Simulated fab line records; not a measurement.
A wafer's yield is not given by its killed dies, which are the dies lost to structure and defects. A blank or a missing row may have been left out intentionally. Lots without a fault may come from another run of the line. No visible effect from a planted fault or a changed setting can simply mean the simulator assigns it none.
fab line records + flow sky130
record
- lots=6
- wafers=18
- last-day=50
route steps=708 shown LDD_N@252 LDD_P@255 LDD_HVN@267 PAD_OPEN@708
lots with no fault: from the same line, run without faults
start-h: hours from the record's opening day to when the first of the lot's shown wafers began + wait-h: hours since the lot's step before + " the same as in the row above + L1.1+2: a single row standing in for several wafers + - no value, or no start was given + * or withheld: withheld + < > ~ a bound
route shown NAME@n: NAME is a module with steps in the file, n the number in the route of the first one + usual: mean/standard deviation taken from wafers without a fault + same: alike in all rows + chamber/n: place in a boat + sites: per-site readings + _std_site: standard deviation of those values + _edge_site: inner sites' mean taken away from outer sites' mean + radius-mm: how far each site lies from the wafer's centre + mask NAME#n: copy n + behind: the most recent tool/chamber to have shaped the wafer + hold: why the lot went on hold/how many hours it stayed there/how the hold came to an end + device: transistor that didn't switch, given as n, p or np + end of line: the tests these same wafers got at the end of their route + a step given without rows: its recipe and nothing more + killed: not the wafer's yield, but the dies lost to structure and defects at the first sort + map: shows each die of a wafer: x if killed, . if not, _ if none is there
set.NAME: the setting the step ran with; set.NAME@STEP: the setting that earlier step ran with + model.NAME: the simulator's own value behind a step, which no gauge read
certain route steps with their lots: each step a table, each wafer a row
services: when a tool's chamber went out of use (start-h, in hours from the record's first day, below 0 if earlier), for how many hours, and the reason
## steps
# step SKY_LDD_N_IMPLANT_15
# recipe
- species=BF2
- energy-kev=50
- dose-cm2=5e+12
- tilt-deg=30
- rotation-deg=270
# step SKY_LDD_N_STRIP_16
# recipe
- chemistry=O2/N2
- power-w=1400
- pressure-mtorr=1500
- platen-temp-c=withheld
- o2-flow-sccm=3000
- n2-flow-sccm=300
- overash-fraction=0.5
# usual
- drypump-motor-current-A=5.6/0.31
- o2-flow-sccm=2999/9
- oes-product-au=0.406/0.0052
- strip-time-to-endpoint-s=4.274/0.014
| lot.wafer | tool            | chamber | start-h | wait-h | drypump-motor-current-A | o2-flow-sccm | oes-product-au | rf-hours-counter-h | strip-time-to-endpoint-s |
|-----------|-----------------|---------|---------|--------|-------------------------|--------------|----------------|--------------------|--------------------------|
| L588.1    | plasma-asher-01 | 1       | 461.30  | 0.2    | 5.1                     | 3018         | 0.410          | 69                 | 4.268                    |
| L588.5    | "               | 0       | "       | "      | 5.7                     | 2988         | 0.402          | -                  | 4.265                    |
| L588.6    | "               | 1       | "       | "      | 5.1                     | 3001         | 0.402          | -                  | 4.242                    |
| L592.1    | plasma-asher-04 | 0       | 475.81  | 0.1    | 5.9                     | 2994         | 0.415          | 76                 | 4.273                    |
| L592.5    | "               | 1       | "       | "      | 6.1                     | 2983         | 0.406          | -                  | 4.268                    |
| L592.6    | "               | 0       | "       | "      | 5.9                     | 2991         | 0.404          | -                  | 4.262                    |
| L598.1    | plasma-asher-03 | 1       | 528.66  | 0.1    | 5.7                     | 3003         | 0.401          | 7                  | 4.278                    |
| L598.2    | "               | 0       | "       | "      | 5.6                     | 3008         | 0.410          | 7                  | 4.265                    |
| L598.4    | "               | 1       | "       | "      | 5.7                     | 2998         | 0.399          | -                  | 4.255                    |
| L600.2    | plasma-asher-03 | 1       | 546.22  | 0.1    | 5.7                     | 3006         | 0.404          | 10                 | 4.263                    |
| L600.4    | "               | 1       | "       | "      | 5.8                     | 2996         | 0.414          | -                  | 4.290                    |
| L600.5    | "               | 1       | "       | "      | 5.7                     | 3012         | 0.399          | -                  | 4.267                    |
| L603.1    | plasma-asher-04 | 1       | 569.01  | 0.1    | 6.1                     | 3004         | 0.413          | 83                 | 4.308                    |
| L603.3    | "               | 1       | "       | "      | 6.1                     | 2998         | 0.419          | -                  | 4.272                    |
| L603.5    | "               | 1       | "       | "      | 6.1                     | 2996         | 0.412          | -                  | 4.295                    |
| L606.2    | plasma-asher-03 | 1       | 599.52  | 0.1    | 5.7                     | 3004         | 0.407          | 15                 | 4.258                    |
| L606.3    | "               | 0       | "       | "      | 5.6                     | 3014         | 0.402          | -                  | 4.277                    |
| L606.4    | "               | 1       | "       | "      | 5.8                     | 3000         | 0.407          | -                  | 4.258                    |
# step SKY_LDD_N_TW_MEAS_17
# usual
- LDD_N_TW=2597/21
| lot.wafer | tool          | chamber | start-h | wait-h | LDD_N_TW |
|-----------|---------------|---------|---------|--------|----------|
| L588.1    | film-metro-03 | -       | 461.40  | 0.1    | 2621     |
| L588.5    | "             | -       | "       | "      | 2621     |
| L588.6    | "             | -       | "       | "      | 2640     |
| L592.1    | film-metro-03 | -       | 475.91  | 0.1    | 2614     |
| L592.5    | "             | -       | "       | "      | 2599     |
| L592.6    | "             | -       | "       | "      | 2616     |
| L598.1    | film-metro-02 | -       | 528.76  | 0.1    | 2584     |
| L598.2    | "             | -       | "       | "      | 2581     |
| L598.4    | "             | -       | "       | "      | 2570     |
| L600.2    | film-metro-04 | -       | 546.33  | 0.1    | 2571     |
| L600.4    | "             | -       | "       | "      | 2584     |
| L600.5    | "             | -       | "       | "      | 2606     |
| L603.1    | film-metro-03 | -       | 569.11  | 0.1    | 2593     |
| L603.3    | "             | -       | "       | "      | 2579     |
| L603.5    | "             | -       | "       | "      | 2580     |
| L606.2    | film-metro-04 | -       | 599.63  | 0.1    | 2564     |
| L606.3    | "             | -       | "       | "      | 2558     |
| L606.4    | "             | -       | "       | "      | 2572     |
# step SKY_LDD_P_DEHYDRATE_00
# recipe
- temp-c=200
- time-s=60
# step SKY_LDD_P_HMDS_01
# recipe
- prime-time-s=60
- prime-temp-c=120
# step SKY_LDD_P_COAT_02
# recipe
- resist=NOVOLAK
- spin-rpm=3000
- resist-thk-nm=1140
# step SKY_LDD_P_SOFTBAKE_03
# recipe
- temp-c=90
- time-s=60
- resist=NOVOLAK
# step SKY_LDD_P_EXPOSE_04
# recipe
- mask-id=PSDM
- na=0.6
- source-shape=conventional
- sigma-outer=0.6
- polarization=unpolarized
- target-cd-nm=380
- dose-mj=138
# step SKY_LDD_P_PEB_05
# recipe
- temp-c=withheld
- time-s=*
- resist=NOVOLAK
# step SKY_LDD_P_DEVELOP_06
# recipe
- resist=NOVOLAK
- developer=TMAH
- develop-time-s=61.09
- dev-temp-c=23
# step SKY_LDD_P_CD_MEAS_07
# recipe
- target-cd-nm=380
# usual
- cd-nm=380.7/3
| lot.wafer | tool      | chamber | start-h | wait-h | cd-nm |
|-----------|-----------|---------|---------|--------|-------|
| L588.1    | cd-sem-01 | -       | 491.33  | 0.1    | 385.8 |
| L588.5    | "         | -       | "       | "      | 385.5 |
| L588.6    | "         | -       | "       | "      | 382.7 |
| L592.1    | cd-sem-02 | -       | 505.92  | 0.1    | 376.5 |
| L592.5    | "         | -       | "       | "      | 377.4 |
| L592.6    | "         | -       | "       | "      | 378.2 |
| L598.1    | cd-sem-02 | -       | 558.18  | 0.1    | 380.5 |
| L598.2    | "         | -       | "       | "      | 377.6 |
| L598.4    | "         | -       | "       | "      | 379.8 |
| L600.2    | cd-sem-01 | -       | 575.70  | 0.1    | 380.0 |
| L600.4    | "         | -       | "       | "      | 381.1 |
| L600.5    | "         | -       | "       | "      | 381.7 |
| L603.1    | cd-sem-02 | -       | 598.17  | 0.1    | 381.0 |
| L603.3    | "         | -       | "       | "      | 376.8 |
| L603.5    | "         | -       | "       | "      | 378.9 |
| L606.2    | cd-sem-02 | -       | 628.30  | 0.1    | 379.2 |
| L606.3    | "         | -       | "       | "      | 381.4 |
| L606.4    | "         | -       | "       | "      | 379.6 |
# step SKY_LDD_P_OVL_MEAS_08
# usual
- LDD_P_OVL=0.2/1.6
| lot.wafer | tool       | chamber | start-h | wait-h | LDD_P_OVL[nm] |
|-----------|------------|---------|---------|--------|---------------|
| L588.1    | overlay-02 | -       | 491.45  | 0.1    | -2.5          |
| L588.5    | "          | -       | "       | "      | -3.1          |
| L588.6    | "          | -       | "       | "      | -2.5          |
| L592.1    | overlay-02 | -       | 506.04  | 0.1    | 0.7           |
| L592.5    | "          | -       | "       | "      | 2.2           |
| L592.6    | "          | -       | "       | "      | 1.7           |
| L598.1    | overlay-02 | -       | 558.30  | 0.1    | 1.1           |
| L598.2    | "          | -       | "       | "      | -2.5          |
| L598.4    | "          | -       | "       | "      | -1.1          |
| L600.2    | overlay-01 | -       | 575.80  | 0.1    | -0.1          |
| L600.4    | "          | -       | "       | "      | 2.5           |
| L600.5    | "          | -       | "       | "      | 0.0           |
| L603.1    | overlay-02 | -       | 598.29  | 0.1    | 1.0           |
| L603.3    | "          | -       | "       | "      | 1.4           |
| L603.5    | "          | -       | "       | "      | 2.6           |
| L606.2    | overlay-01 | -       | 628.40  | 0.1    | -0.1          |
| L606.3    | "          | -       | "       | "      | -1.6          |
| L606.4    | "          | -       | "       | "      | -0.7          |
# step SKY_LDD_P_IMPLANT_09
# recipe
- species=BF2
- energy-kev=25
- dose-cm2=1e+13
- tilt-deg=withheld
# usual
- beam-on-s=9.99/0.19
- dose-ions-cm2=1.0002e+13/9.7e+09
- faraday-current-uA=56.4/1
| lot.wafer | tool         | chamber | start-h | wait-h | beam-on-s | dose-ions-cm2 | faraday-current-uA |
|-----------|--------------|---------|---------|--------|-----------|---------------|--------------------|
| L588.1    | implanter-04 | 0       | 491.49  | 0.0    | 10.09     | 1.0002e+13    | 56.0               |
| L588.5    | "            | 0       | "       | "      | 9.76      | 1.0004e+13    | 57.8               |
| L588.6    | "            | 0       | "       | "      | 10.19     | 9.998e+12     | 55.4               |
| L592.1    | implanter-02 | 0       | 506.07  | 0.0    | 9.93      | 9.998e+12     | 56.8               |
| L592.5    | "            | 0       | "       | "      | 10.11     | 1.0006e+13    | 55.8               |
| L592.6    | "            | 0       | "       | "      | 9.97      | 1.0011e+13    | 56.5               |
| L598.1    | implanter-04 | 0       | 558.33  | 0.0    | 9.91      | 7.305e+12     | 41.5               |
| L598.2    | "            | 0       | "       | "      | 9.96      | 7.286e+12     | 41.2               |
| L598.4    | "            | 0       | "       | "      | 10.00     | 7.278e+12     | 41.2               |
| L600.2    | implanter-04 | 0       | 575.86  | 0.0    | 10.07     | 7.309e+12     | 41.0               |
| L600.4    | "            | 0       | "       | "      | 9.94      | 7.304e+12     | 41.2               |
| L600.5    | "            | 0       | "       | "      | 9.82      | 7.294e+12     | 41.7               |
| L603.1    | implanter-01 | 0       | 598.32  | 0.0    | 10.08     | 9.992e+12     | 55.8               |
| L603.3    | "            | 0       | "       | "      | 10.02     | 1.0001e+13    | 56.3               |
| L603.5    | "            | 0       | "       | "      | 10.06     | 9.994e+12     | 56.0               |
| L606.2    | implanter-01 | 0       | 628.46  | 0.0    | 10.24     | 1.0035e+13    | 55.0               |
| L606.3    | "            | 0       | "       | "      | 9.64      | 1.0013e+13    | 58.5               |
| L606.4    | "            | 0       | "       | "      | 10.06     | 1.0005e+13    | 56.1               |
# step SKY_LDD_P_STRIP_10
# recipe
- chemistry=O2/N2
- power-w=1400
- pressure-mtorr=1500
- platen-temp-c=withheld
- o2-flow-sccm=3000
- n2-flow-sccm=300
- overash-fraction=0.5
# usual
- drypump-motor-current-A=5.76/0.18
- o2-flow-sccm=3000/8.7
- oes-product-au=0.715/0.0043
- strip-time-to-endpoint-s=14.20/0.044
| lot.wafer | tool            | chamber | start-h | wait-h | drypump-motor-current-A | o2-flow-sccm | oes-product-au | rf-hours-counter-h | strip-time-to-endpoint-s |
|-----------|-----------------|---------|---------|--------|-------------------------|--------------|----------------|--------------------|--------------------------|
| L588.1    | plasma-asher-04 | 0       | 491.64  | 0.1    | 5.85                    | 2998         | 0.717          | 78                 | 14.21                    |
| L588.5    | "               | 0       | "       | "      | 5.81                    | 3004         | 0.709          | -                  | 14.20                    |
| L588.6    | "               | 1       | "       | "      | 6.15                    | 2996         | 0.716          | -                  | 14.22                    |
| L592.1    | plasma-asher-04 | 0       | 506.22  | 0.1    | 5.85                    | 2994         | 0.712          | 79                 | 14.27                    |
| L592.5    | "               | 1       | "       | "      | 6.15                    | 3003         | 0.707          | -                  | 14.25                    |
| L592.6    | "               | 0       | "       | "      | 5.85                    | 2996         | 0.722          | -                  | 14.28                    |
| L598.1    | plasma-asher-03 | 0       | 558.48  | 0.1    | 5.62                    | 2995         | 0.713          | 11                 | 14.17                    |
| L598.2    | "               | 1       | "       | "      | 5.75                    | 3000         | 0.714          | 11                 | 14.12                    |
| L598.4    | "               | 1       | "       | "      | 5.74                    | 2992         | 0.706          | -                  | 14.18                    |
| L600.2    | plasma-asher-02 | 0       | 575.98  | 0.1    | 5.53                    | 3019         | 0.719          | 42                 | 14.24                    |
| L600.4    | "               | 1       | "       | "      | 5.87                    | 3009         | 0.705          | -                  | 14.25                    |
| L600.5    | "               | 0       | "       | "      | 5.51                    | 3019         | 0.717          | -                  | 14.22                    |
| L603.1    | plasma-asher-03 | 0       | 598.47  | 0.1    | 5.60                    | 2983         | 0.715          | 15                 | 14.16                    |
| L603.3    | "               | 0       | "       | "      | 5.61                    | 2981         | 0.725          | -                  | 14.17                    |
| L603.5    | "               | 0       | "       | "      | 5.63                    | 3004         | 0.704          | -                  | 14.14                    |
| L606.2    | plasma-asher-02 | 1       | 628.58  | 0.1    | 5.84                    | 3002         | 0.711          | 47                 | 14.22                    |
| L606.3    | "               | 0       | "       | "      | 5.60                    | 2988         | 0.712          | -                  | 14.26                    |
| L606.4    | "               | 1       | "       | "      | 5.83                    | 3001         | 0.721          | -                  | 14.22                    |
# step SKY_LDD_P_TW_MEAS_11
# usual
- LDD_P_TW=637/5.6
| lot.wafer | tool          | chamber | start-h | wait-h | LDD_P_TW |
|-----------|---------------|---------|---------|--------|----------|
| L588.1    | film-metro-01 | -       | 491.74  | 0.1    | 634      |
| L588.5    | "             | -       | "       | "      | 633      |
| L588.6    | "             | -       | "       | "      | 632      |
| L592.1    | film-metro-02 | -       | 506.32  | 0.1    | 640      |
| L592.5    | "             | -       | "       | "      | 643      |
| L592.6    | "             | -       | "       | "      | 644      |
| L598.1    | film-metro-02 | -       | 558.58  | 0.1    | 579      |
| L598.2    | "             | -       | "       | "      | 575      |
| L598.4    | "             | -       | "       | "      | 579      |
| L600.2    | film-metro-02 | -       | 576.09  | 0.1    | 580      |
| L600.4    | "             | -       | "       | "      | 579      |
| L600.5    | "             | -       | "       | "      | 580      |
| L603.1    | film-metro-01 | -       | 598.57  | 0.1    | 630      |
| L603.3    | "             | -       | "       | "      | 629      |
| L603.5    | "             | -       | "       | "      | 626      |
| L606.2    | film-metro-03 | -       | 628.69  | 0.1    | 637      |
| L606.3    | "             | -       | "       | "      | 639      |
| L606.4    | "             | -       | "       | "      | 640      |
# step SKY_LDD_HVN_DEHYDRATE_00
# recipe
- temp-c=200
- time-s=60
# step SKY_PAD_OPEN_PROBE_99
# usual
- killed_at_M0_to_M3=44/7.3
- killed_at_M4_up=3.4/1.7
- killed-at-contacts=24/5.3
- killed-at-front-end=15/4.1
- killed-at-other=0.4/0.68
- killed-dies=87/9.5
- killed-open=48/7.1
- killed-short=39/5.8
# same
- gross-dies=492
- killed-at-back-side=0
| lot.wafer | tool      | chamber | start-h | wait-h | killed_at_M0_to_M3 | killed_at_M4_up | killed-at-contacts | killed-at-front-end | killed-at-other | killed-dies | killed-open | killed-short | model.etest.tip-p.rs-ohm-sq | model.etest.tip-p.rs-ohm-sq-range |
|-----------|-----------|---------|---------|--------|--------------------|-----------------|--------------------|---------------------|-----------------|-------------|-------------|--------------|-----------------------------|-----------------------------------|
| L588.1    | prober-02 | -       | 1112.70 | 0.1    | 49                 | 2               | 23                 | 20                  | 0               | 94          | 56          | 37           | 6927                        | 151.9                             |
| L588.5    | prober-02 | -       | 1112.90 | 0.2    | 44                 | 2               | 24                 | 25                  | 1               | 96          | 54          | 41           | 6917                        | 186.5                             |
| L588.6    | prober-02 | -       | 1112.95 | 0.2    | 33                 | 5               | 19                 | 12                  | 0               | 69          | 37          | 31           | 6915                        | 158.8                             |
| L592.1    | prober-02 | -       | 1122.40 | 0.1    | 45                 | 3               | 21                 | 20                  | 0               | 89          | 48          | 40           | 6790                        | 230.7                             |
| L592.5    | prober-02 | -       | 1122.60 | 0.2    | 50                 | 1               | 19                 | 17                  | 2               | 89          | 40          | 47           | 6774                        | 159.8                             |
| L592.6    | prober-02 | -       | 1122.65 | 0.2    | 59                 | 2               | 17                 | 14                  | 0               | 92          | 53          | 39           | 6837                        | 216.3                             |
| L598.1    | prober-02 | -       | 1155.00 | 0.1    | 53                 | 4               | 32                 | 16                  | 0               | 105         | 55          | 50           | 8975                        | 498.2                             |
| L598.2    | prober-02 | -       | 1155.05 | 0.1    | 36                 | 2               | 29                 | 11                  | 0               | 78          | 44          | 34           | 8980                        | 84.04                             |
| L598.4    | prober-02 | -       | 1155.15 | 0.2    | 31                 | 1               | 29                 | 12                  | 1               | 74          | 44          | 29           | 9129                        | 331.9                             |
| L600.2    | prober-02 | -       | 1177.39 | 0.1    | 60                 | 5               | 26                 | 12                  | 0               | 103         | 53          | 50           | 8823                        | 212.6                             |
| L600.4    | prober-02 | -       | 1177.49 | 0.2    | 61                 | 6               | 16                 | 12                  | 0               | 95          | 54          | 40           | 8776                        | 255.8                             |
| L600.5    | prober-02 | -       | 1177.54 | 0.2    | 34                 | 3               | 21                 | 13                  | 0               | 71          | 43          | 28           | 8812                        | 351.2                             |
| L603.1    | prober-01 | -       | 1182.65 | 0.1    | 40                 | 2               | 20                 | 12                  | 0               | 74          | 39          | 34           | 6900                        | 187.3                             |
| L603.3    | prober-01 | -       | 1182.75 | 0.2    | 46                 | 5               | 24                 | 11                  | 0               | 86          | 54          | 31           | 6883                        | 138.3                             |
| L603.5    | prober-01 | -       | 1182.85 | 0.2    | 52                 | 4               | 15                 | 12                  | 0               | 83          | 52          | 31           | 6834                        | 141.5                             |
| L606.2    | prober-02 | -       | 1197.35 | 0.1    | 46                 | 4               | 32                 | 19                  | 0               | 101         | 56          | 45           | 6830                        | 133                               |
| L606.3    | prober-02 | -       | 1197.40 | 0.2    | 33                 | 2               | 29                 | 6                   | 1               | 71          | 41          | 30           | 6819                        | 118.3                             |
| L606.4    | prober-02 | -       | 1197.45 | 0.2    | 36                 | 5               | 26                 | 15                  | 0               | 82          | 47          | 35           | 6822                        | 170                               |
# killed by level:class
L588.1 VIA1:geometric-particle:open=11 VIA2:geometric-particle:open=9 POLY_GATE:geometric-particle:open=8 CONTACT:geometric-particle:short=8 CONTACT:geometric-particle:open=8 METAL3:geometric-particle:short=8 FIELD_ISO:geometric-particle:open=6 VIA3:geometric-particle:open=6
L588.5 VIA1:geometric-particle:open=15 CONTACT:geometric-particle:open=9 POLY_GATE:geometric-particle:open=6 LI_CONTACT:geometric-particle:open=6 VIA3:geometric-particle:open=6 FIELD_ISO:geometric-particle:open=5 FIELD_ISO:geometric-particle:short=5 POLY_GATE:geometric-particle:short=5
L588.6 LI_CONTACT:geometric-particle:open=7 VIA2:geometric-particle:short=7 VIA3:geometric-particle:open=7 VIA2:geometric-particle:open=5 METAL4:geometric-particle:short=5 CONTACT:geometric-particle:open=4 FIELD_ISO:geometric-particle:open=3 CONTACT:geometric-particle:short=3
L592.1 CONTACT:geometric-particle:open=8 VIA3:geometric-particle:open=8 FIELD_ISO:geometric-particle:short=6 METAL1:geometric-particle:short=6 VIA1:geometric-particle:open=6 FIELD_ISO:geometric-particle:open=5 POLY_GATE:geometric-particle:open=5 LI_CONTACT:geometric-particle:open=5
L592.5 METAL2:geometric-particle:short=13 LOCAL_INTERCONNECT:geometric-particle:short=6 VIA1:geometric-particle:open=6 VIA2:geometric-particle:open=6 METAL1:geometric-particle:short=5 VIA3:geometric-particle:open=5 POLY_GATE:geometric-particle:open=4 POLY_GATE:geometric-particle:short=4
L592.6 VIA3:geometric-particle:open=13 VIA1:geometric-particle:open=12 VIA2:geometric-particle:open=7 METAL2:geometric-particle:short=7 CONTACT:geometric-particle:open=6 METAL3:geometric-particle:short=5 POLY_GATE:geometric-particle:open=4 LOCAL_INTERCONNECT:geometric-particle:short=4
L598.1 CONTACT:geometric-particle:open=18 VIA3:geometric-particle:open=10 METAL2:geometric-particle:short=9 CONTACT:geometric-particle:short=7 METAL1:geometric-particle:short=7 VIA2:geometric-particle:open=7 VIA1:geometric-particle:open=6 VIA2:geometric-particle:short=5
L598.2 CONTACT:geometric-particle:open=9 LI_CONTACT:geometric-particle:open=7 VIA1:geometric-particle:open=7 LOCAL_INTERCONNECT:geometric-particle:short=6 VIA2:geometric-particle:open=6 METAL2:geometric-particle:short=5 METAL1:geometric-particle:short=5 SPACER:geometric-particle:open=4
L598.4 CONTACT:geometric-particle:open=12 LI_CONTACT:geometric-particle:open=7 VIA2:geometric-particle:open=7 CONTACT:geometric-particle:short=4 VIA1:geometric-particle:open=4 METAL2:geometric-particle:open=4 SONOS_ONO:geometric-particle:short=3 LOCAL_INTERCONNECT:geometric-particle:open=3
L600.2 VIA1:geometric-particle:open=14 VIA3:geometric-particle:open=9 CONTACT:geometric-particle:open=8 METAL1:geometric-particle:short=7 VIA1:geometric-particle:short=7 VIA2:geometric-particle:open=7 LOCAL_INTERCONNECT:geometric-particle:short=6 METAL2:geometric-particle:short=6
L600.4 VIA1:geometric-particle:open=14 VIA3:geometric-particle:open=8 METAL1:geometric-particle:short=7 VIA2:geometric-particle:open=7 CONTACT:geometric-particle:open=5 VIA1:geometric-particle:short=5 METAL3:geometric-particle:short=5 FIELD_ISO:geometric-particle:open=4
L600.5 LI_CONTACT:geometric-particle:open=9 VIA1:geometric-particle:open=7 METAL1:geometric-particle:short=6 CONTACT:geometric-particle:open=5 VIA2:geometric-particle:open=4 FIELD_ISO:geometric-particle:open=3 POLY_GATE:geometric-particle:short=3 POLY_CUT:geometric-particle:open=3
L603.1 VIA2:geometric-particle:open=8 VIA1:geometric-particle:short=8 VIA3:geometric-particle:open=8 CONTACT:geometric-particle:open=7 LOCAL_INTERCONNECT:geometric-particle:short=5 VIA1:geometric-particle:open=5 FIELD_ISO:geometric-particle:short=4 METAL1:geometric-particle:short=4
L603.3 VIA1:geometric-particle:open=14 VIA2:geometric-particle:open=10 LI_CONTACT:geometric-particle:open=9 CONTACT:geometric-particle:open=8 FIELD_ISO:geometric-particle:short=4 VIA3:geometric-particle:short=4 POLY_GATE:geometric-particle:short=3 LOCAL_INTERCONNECT:geometric-particle:short=3
L603.5 VIA3:geometric-particle:open=14 VIA2:geometric-particle:open=9 VIA1:geometric-particle:open=8 METAL1:geometric-particle:short=7 FIELD_ISO:geometric-particle:open=6 LI_CONTACT:geometric-particle:open=5 LI_CONTACT:geometric-particle:short=3 VIA2:geometric-particle:short=3
L606.2 VIA1:geometric-particle:open=11 CONTACT:geometric-particle:open=8 VIA2:geometric-particle:open=8 LOCAL_INTERCONNECT:geometric-particle:short=7 CONTACT:geometric-particle:short=7 VIA3:geometric-particle:open=7 LI_CONTACT:geometric-particle:open=6 FIELD_ISO:geometric-particle:open=5
L606.3 VIA1:geometric-particle:open=15 CONTACT:geometric-particle:open=8 LI_CONTACT:geometric-particle:open=7 LI_CONTACT:geometric-particle:short=5 LOCAL_INTERCONNECT:geometric-particle:short=5 VIA1:geometric-particle:short=5 METAL2:geometric-particle:short=3 VIA3:geometric-particle:open=3
L606.4 CONTACT:geometric-particle:open=11 VIA1:geometric-particle:open=10 CONTACT:geometric-particle:short=7 METAL1:geometric-particle:short=7 VIA3:geometric-particle:open=5 POLY_GATE:geometric-particle:open=4 VIA1:geometric-particle:short=4 METAL2:geometric-particle:short=4
## services
| tool            | chamber | start-h | hours | kind   |
|-----------------|---------|---------|-------|--------|
| plasma-asher-03 | -       | 437.93  | 28.1  | pm     |
| plasma-asher-04 | -       | 443.83  | 16.5  | repair |
| plasma-asher-04 | -       | 448.47  | 1.4   | repair |
| plasma-asher-04 | -       | 452.09  | 12.5  | repair |
| plasma-asher-02 | -       | 456.51  | 1.2   | repair |
| plasma-asher-02 | -       | 469.28  | 0.7   | repair |
| implanter-01    | -       | 491.41  | 3.1   | pm     |
| plasma-asher-02 | -       | 512.50  | 2.8   | pm     |
| plasma-asher-04 | -       | 523.82  | 28.1  | pm     |
| implanter-02    | -       | 526.93  | 1.8   | repair |
| implanter-02    | -       | 528.41  | 5.1   | repair |
| implanter-01    | -       | 567.26  | 1.8   | repair |
| plasma-asher-03 | -       | 596.98  | 0.6   | repair |
| plasma-asher-04 | -       | 597.59  | 2.8   | pm     |
| implanter-01    | -       | 612.00  | 1.6   | repair |
## key
first-sign
- step=SKY_LDD_P_IMPLANT_09
- reading=dose-ions-cm2
- direction=down
- sigmas=99+
- usual=*
- struck=*
effect
- step=SKY_LDD_P_IMPLANT_09
- reading=faraday-current-uA
- direction=down
- sigmas=14
- usual=56.4
- struck=41.3
effect
- step=SKY_LDD_P_TW_MEAS_11
- reading=LDD_P_TW
- direction=down
- sigmas=10
- usual=637
- struck=579
model-effect
- step=SKY_PAD_OPEN_PROBE_99
- value=etest.tip-p.rs-ohm-sq
- without=6835
- struck=8916
met-at SKY_LDD_P_IMPLANT_09
struck-wafers L598.1,L598.2,L598.4,L600.2,L600.4,L600.5
tester-left-out L598,L600
onset-between 491.49 558.33
fault
- kind=process-parameter-drift
- tool=implanter-04
- chamber=-
- onset-h=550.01
- steps=SKY_LDD_P_IMPLANT_09
- channel=dose-cm2
- offset=*
- shape=step
- end-h=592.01
- acts-in=*
- stated=*
# tester-left-out: of these lots the tester's yield and bins aren't shown, on N5 and GAA mostly nor the transistor test; their killed dies are dies lost to structure and defects alone, not to doping, threshold or leakage, so they don't give the yield
